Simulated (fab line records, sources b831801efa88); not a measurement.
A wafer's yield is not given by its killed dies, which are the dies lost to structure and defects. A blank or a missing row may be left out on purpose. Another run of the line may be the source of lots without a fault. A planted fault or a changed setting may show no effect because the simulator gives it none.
Shared-tool check    flow sky130    39 wafers sampled across 13 lots

## REASON FOR OPENING
2 of 13 lots carry a flag on the reading VT_ADJUST_HVTR_TW at SKY_VT_ADJUST_HVTR_TW_MEAS_11. Fault-free wafers read 209.5, with a standard deviation of 2.4.
Rule: flag the lot when none of its wafers has a number, or when each of its wafers that has one lies beyond 4 standard deviations from that mean. The rest of the lots are taken to be sound.

lot   measured      on             VT_ADJUST_HVTR_TW, wafer by wafer  flag
L132  day 9 11:45   film_metro-01  207.9 206.7 207.5                  
L134  day 9 20:47   film_metro-03  209.0 209.4 208.8                  
L135  day 10 04:56  film_metro-01  206.3 205.2 205.8                  
L136  day 10 12:29  film_metro-01  205.6 205.6 207.1                  
L137  day 10 21:43  film_metro-04  212.3 212.8 212.9                  
L138  day 11 02:36  film_metro-01  208.5 207.2 208.2                  
L139  day 11 15:46  film_metro-03  211.7 210.7 210.3                  
L140  day 11 23:05  film_metro-04  215.0 214.3 214.6                  
L147  day 14 15:24  film_metro-01  189.6 190.4 189.7                  FLAGGED
L148  day 14 17:25  film_metro-03  189.7 190.5 190.7                  FLAGGED
L149  day 15 00:35  film_metro-04  212.2 212.5 213.0                  
L151  day 15 15:39  film_metro-01  208.4 207.9 208.8                  
L155  day 16 14:58  film_metro-03  210.1 209.2 209.2                  
On average the flagged lots' numbers are 190.1, which is -19.4 against the usual, or -8 standard deviations.

## WHICH TOOL RAN EACH LOT
The record holds 1 process step before the reading, out of a route of 708 steps. Each cell gives the tool, then ch followed by the chambers the sampled wafers passed through, then the start.
lot   flag     SKY_VT_ADJUST_HVTR_IMPLANT_09
L132           implanter-01 ch 0, day 9 11:30
L134           implanter-02 ch 0, day 9 20:32
L135           implanter-01 ch 0, day 10 04:41
L136           implanter-02 ch 0, day 10 12:14
L137           implanter-01 ch 0, day 10 21:28
L138           implanter-02 ch 0, day 11 02:21
L139           implanter-04 ch 0, day 11 15:31
L140           implanter-01 ch 0, day 11 22:50
L147  FLAGGED  implanter-04 ch 0, day 14 15:09
L148  FLAGGED  implanter-04 ch 0, day 14 17:10
L149           implanter-02 ch 0, day 15 00:20
L151           implanter-02 ch 0, day 15 15:24
L155           implanter-01 ch 0, day 16 14:45
What these steps do:
- SKY_VT_ADJUST_HVTR_IMPLANT_09
- SKY_VT_ADJUST_HVTR_TW_MEAS_11

## FLAGGED OVER TOTAL, TOOL BY TOOL (the gauges that took the reading come last)
step                           tool           lots run  flagged  share of the flagged lots  sound lots run after its first flagged lot
SKY_VT_ADJUST_HVTR_IMPLANT_09  implanter-01   5         0        none                       -
SKY_VT_ADJUST_HVTR_IMPLANT_09  implanter-02   5         0        none                       -
SKY_VT_ADJUST_HVTR_IMPLANT_09  implanter-04   3         2        all                        0
SKY_VT_ADJUST_HVTR_TW_MEAS_11  film_metro-01  6         1        some                       1 (L151)
SKY_VT_ADJUST_HVTR_TW_MEAS_11  film_metro-03  4         1        some                       1 (L155)
SKY_VT_ADJUST_HVTR_TW_MEAS_11  film_metro-04  3         0        none                       -

## WHAT THE TABLE PERMITS
1 row of the table ran every flagged lot: implanter-04 at SKY_VT_ADJUST_HVTR_IMPLANT_09.
- implanter-04 at SKY_VT_ADJUST_HVTR_IMPLANT_09 ran 3 lots, 2 of them flagged. A fault beginning between L139 (day 11 15:31), its last sound lot, and L147 (day 14 15:09), its first flagged one, fits the data. Its own readings lie more than 4 standard deviations out on every wafer of the flagged lots: dose_ions_cm2, faraday_current_uA.
One tool is left: implanter-04 at SKY_VT_ADJUST_HVTR_IMPLANT_09.

## WHAT HAD BEEN PUT IN BY THE SIMULATOR
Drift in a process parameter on implanter-04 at SKY_VT_ADJUST_HVTR_IMPLANT_09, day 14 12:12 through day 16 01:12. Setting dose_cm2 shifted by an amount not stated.
Shown lots that were struck: L147, L148. This agrees with what the rule above found.
